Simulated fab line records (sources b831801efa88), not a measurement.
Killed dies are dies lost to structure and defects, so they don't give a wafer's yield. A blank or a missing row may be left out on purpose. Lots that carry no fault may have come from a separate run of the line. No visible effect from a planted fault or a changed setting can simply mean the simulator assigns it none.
Struck lot and sound lot, side by side	flow sfq_line	3 out of 325 route steps
Sound: wafers L341.1, L341.3, L341.5. Wafers struck: L336.1, L336.5, L336.6. At the end, the cause is stated.
Each step with rows lists, per side, the tool, then ch with its chambers, then its first start. Under that, the readings that differ: sound wafers	struck wafers	difference of the means	sigmas: that difference in standard deviations of wafers without a fault.
alike: readings with means less than 2 such deviations apart, plus words and numbers identical on both sides. not compared: withheld readings, readings lacking a value on some wafer, bounds such as >300 that could conceal the same value, and numbers that have no deviation in the record and whose values overlap.
Wherever a step has rows on one side only, a row that says differs or no value, or a row with sigmas, the two part there. Numbers that have no deviation but don't overlap get no sigmas and don't part them. A reading missing from all wafers of one side parts the sides only when that side holds two or more wafers.

SFQ_INCOMING_BOW_MEAS_900:
  struck on film_metro-01, day 3 22:02; sound on film_metro-03, day 4 23:00
  alike: INCOMING_BOW
SFQ_TRILAYER_INCOMING_OXIDATION_002: target thk 500 nm, ox time 4939 s.
  struck on furnace-02, day 3 22:10; sound on furnace-02 ch 0, day 4 23:07
  no value came back on the struck wafers for ox_temp_c (C), ox_temp_c_max, tube_center_temp_C_max, zone_power_centre_pct (%); on the sound wafers ox_temp_c (C) reads 999.4 999.2 1000.0
SFQ_TRILAYER_L0_DEP_SPUTTER_003: material MoNx KI, target thk 40 nm, time 100 s.
  struck on pvd_sputter-04, day 4 00:32; sound on pvd_sputter-03, day 5 01:29
reading	sound	struck	difference	sigmas
throttle_valve_pct (%)	30.7 29.6 29.4	33.7 30.5 33.3	+2.6	+3

WHERE THEY PART
Last at SFQ_TRILAYER_L0_DEP_SPUTTER_003 as far as this record goes, first at SFQ_TRILAYER_INCOMING_OXIDATION_002.

WHY: what the simulator had put in
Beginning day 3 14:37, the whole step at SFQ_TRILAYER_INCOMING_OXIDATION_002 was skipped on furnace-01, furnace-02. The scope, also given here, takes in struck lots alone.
